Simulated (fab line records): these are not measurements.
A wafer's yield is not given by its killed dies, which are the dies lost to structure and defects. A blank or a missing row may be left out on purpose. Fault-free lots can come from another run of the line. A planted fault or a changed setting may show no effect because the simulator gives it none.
What tool caused it? | flow sky130 | Sampling: 13 lots, 39 wafers, 3 of 708 route steps

WHAT EACH GAUGE READ, for each wafer
SKY_LDD_HVN_TW_MEAS_10.
lot  | measured     | on            | LDD_HVN_TW
L492 | day 20 02:14 | film metro-03 | 1458 1457 1453
L493 | day 21 03:37 | film metro-03 | 1452 1457 1450
L494 | day 21 06:33 | film metro-03 | 1443 1451 1452
L496 | day 22 05:01 | film metro-01 | 1434 1438 1439
L498 | day 22 19:41 | film metro-02 | 1449 1449 1446
L499 | day 22 23:58 | film metro-01 | 1431 1443 1443
L500 | day 23 17:03 | film metro-01 | 1444 1445 1454
L501 | day 23 23:58 | film metro-03 | 1457 1445 1448
L502 | day 24 10:28 | film metro-02 | 1451 1450 1451
L509 | day 26 13:25 | film metro-01 | 1449 1441 1446
L510 | day 26 19:34 | film metro-03 | 1442 1461 1449
L514 | day 28 16:29 | film metro-01 | 1443 1444 1433
L513 | day 28 23:52 | film metro-02 | 1447 1451 1444

SKY_POLY_CUT_OVL_MEAS_09.
lot  | measured     | on         | POLY_CUT_OVL (nm)
L492 | day 23 23:33 | overlay-01 | -7 0 3
L493 | day 24 23:15 | overlay-02 | 2 -4 0
L494 | day 25 01:37 | overlay-01 | -1 -3 5
L496 | day 26 01:55 | overlay-02 | 8 -3 12
L498 | day 26 16:11 | overlay-02 | 5 3 4
L499 | day 26 19:49 | overlay-02 | -4 -3 1
L500 | day 27 11:22 | overlay-01 | -4 13 5
L501 | day 27 23:11 | overlay-01 | -4 0 -9
L502 | day 28 04:16 | overlay-01 | -5 1 -2
L509 | day 30 01:22 | overlay-02 | 3 -2 3
L510 | day 30 07:35 | overlay-01 | 5 5 5
L514 | day 32 04:40 | overlay-02 | -6 -1 -12
L513 | day 32 11:44 | overlay-01 | -1 -6 4

WHICH TOOL RAN EACH LOT (tool, then ch and the chambers of the sampled wafers, then the start)
lot  | SKY_LDD_HVP_STRIP_09
L492 | plasma asher-04 ch 0,1, day 21 09:02
L493 | plasma asher-04 ch 0,1, day 22 09:33
L494 | plasma asher-01 ch 1, day 22 12:36
L496 | plasma asher-01 ch 0,1, day 23 11:50
L498 | plasma asher-04 ch 0,1, day 24 02:23
L499 | plasma asher-01 ch 0,1, day 24 05:11
L500 | plasma asher-01 ch 0,1, day 24 22:23
L501 | plasma asher-01 ch 0,1, day 25 05:34
L502 | plasma asher-03 ch 0,1, day 25 16:20
L509 | plasma asher-03 ch 0,1, day 27 18:26
L510 | plasma asher-04 ch 0,1, day 28 00:13
L514 | plasma asher-04 ch 0,1, day 29 19:42
L513 | plasma asher-04 ch 0,1, day 30 02:20
- SKY_LDD_HVP_STRIP_09: strips in O2/N2.

WHAT THE TOOLS THEMSELVES READ (means of the sampled wafers that have a number; where no wafer has one, the mark that the record gives instead)
SKY_LDD_HVP_STRIP_09.
lot  | tool            | drypump motor current A (A) | oes product au (a.u.) | strip time to endpoint s (s)
L492 | plasma asher-04 | 5.90                        | 0.407                 | 4.120
L493 | plasma asher-04 | 5.91                        | 0.409                 | 4.140
L494 | plasma asher-01 | 5.75                        | 0.411                 | 4.161
L496 | plasma asher-01 | 5.68                        | 0.412                 | 4.119
L498 | plasma asher-04 | 5.93                        | 0.409                 | 4.122
L499 | plasma asher-01 | 5.66                        | 0.408                 | 4.141
L500 | plasma asher-01 | 5.68                        | 0.409                 | 4.132
L501 | plasma asher-01 | 5.71                        | 0.404                 | 4.109
L502 | plasma asher-03 | 5.81                        | 0.407                 | 4.114
L509 | plasma asher-03 | 5.82                        | 0.408                 | 4.147
L510 | plasma asher-04 | 5.91                        | 0.412                 | 4.134
L514 | plasma asher-04 | 5.91                        | 0.408                 | 4.126
L513 | plasma asher-04 | 5.91                        | 0.409                 | 4.136

THE ANSWER, worked out from the rows above alone
Rule: usual is defined by the lots themselves. The widest of any qualifying gaps counts: lots, ordered by their means at a reading, are off when they make up no more than a third of the lots, leave a main group of 4 or more, and stand apart from it by 3 or more times the standard deviation of that group's means. If all means in a main group match to the digits the tables above print for the reading, that group is not used. A lot without any number at a reading at which 4 lots or more have one is off too. Any other lot the step has rows for is counted as sound. The gauges are gone through in route order, then the tools' own readings, and for those a lot's mean is taken as printed above. The first step at which some lot is off is used, and at that step the reading that is off furthest; a lot without a number counts as furthest.
Nothing can be told from this: no lot is off at any reading shown.

WHAT WAS PUT IN BY THE SIMULATOR
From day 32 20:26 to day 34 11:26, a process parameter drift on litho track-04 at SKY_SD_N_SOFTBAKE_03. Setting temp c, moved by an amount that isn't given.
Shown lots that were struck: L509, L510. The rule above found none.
